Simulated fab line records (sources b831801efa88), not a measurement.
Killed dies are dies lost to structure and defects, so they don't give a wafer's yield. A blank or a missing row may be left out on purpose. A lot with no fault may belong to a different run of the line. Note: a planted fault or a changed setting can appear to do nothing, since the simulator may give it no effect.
A single fault, viewed from 2 desks | flow sky130 | numbers are kept per desk, each desk with only its own; the story behind them comes last

== THE METROLOGY DESK ==
What the gauges read for every lot (on any tool): the sampled wafers with a number, averaged. A lot is out of limits, marked OUT, if its mean lies more than 4 standard deviations from the usual mean; the brackets give that distance.
Columns: A = METAL1_ALCU_THK at SKY_METAL1_THK_MEAS_06, usual 245.4 nm; B = VIA1_HDPCVD_THK at SKY_VIA1_THK_MEAS_01, usual 1034 nm
lot  | first seen here | A     | B
L947 | day 32 01:04    | 246.6 | 1031
L948 | day 32 04:17    | 248.3 | 1045
L951 | day 33 07:28    | 244.5 | 1036
L953 | day 34 00:15    | 243.8 | 1034
L955 | day 34 12:20    | 247.9 | 1037
L958 | day 35 18:53    | 242.8 | 1009
L959 | day 36 04:05    | 243.8 | 992 (-4.2) OUT
L960 | day 36 10:25    | 247.3 | 1031
L969 | day 39 00:05    | 245.6 | 1033
L967 | day 39 03:37    | 245.6 | 1029
L968 | day 39 04:18    | 245.6 | 1034
This desk reports L959 out of limits; the earliest was L959 at day 37 07:28 (VIA1_HDPCVD_THK at SKY_VIA1_THK_MEAS_01). L947, L948, L951, L953, L955, L958, L960, L969, L967, L968: within limits.

== TOOL OWNER'S DESK, hdpcvd-01 ==
The tool's own readings at SKY_VIA1_HDPCVD_00 (deposits SiO2, target thk 1030 nm, time 171.7 s): means of the sampled wafers that have a number, for each lot that ran on this tool. A lot is out of limits, marked OUT, if its mean lies more than 4 standard deviations from the usual mean; the brackets give that distance.
Columns: A = run length s at SKY_VIA1_HDPCVD_00, usual 199.6 s
lot  | first seen here | A
L947 | day 33 04:53    | 199.3
L951 | day 34 10:05    | 200.0
L953 | day 35 03:50    | 199.3
L955 | day 35 15:35    | 199.2
L958 | day 36 22:11    | 196.1 (-6.5) OUT
L959 | day 37 07:17    | 194.6 (-9.2) OUT
L968 | day 40 06:29    | 199.9
Finding of this desk: L958, L959 out of limits; the first was L958 at day 36 22:11, on run length s at SKY_VIA1_HDPCVD_00. L947, L951, L953, L955, L968: within limits.

== ALL TOGETHER ==
The tool owner's desk could have raised an alarm at day 36 22:11, on L958, L959.
At day 37 07:28 the metrology desk could have sounded an alarm, on L959.
The metrology desk has L958 on record, within its limits.
The lots listed all ran SKY_VIA1_HDPCVD_00 on hdpcvd-01.

== WHAT WAS PUT IN BY THE SIMULATOR ==
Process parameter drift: hdpcvd-01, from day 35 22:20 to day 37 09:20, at SKY_VIA1_HDPCVD_00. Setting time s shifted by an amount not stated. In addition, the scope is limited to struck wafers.
Struck lots among those shown: L958, L959.
Counting hours from when the fault started, the first reading out of limits came at 24 for the tool owner's desk and at 33 for the metrology desk.
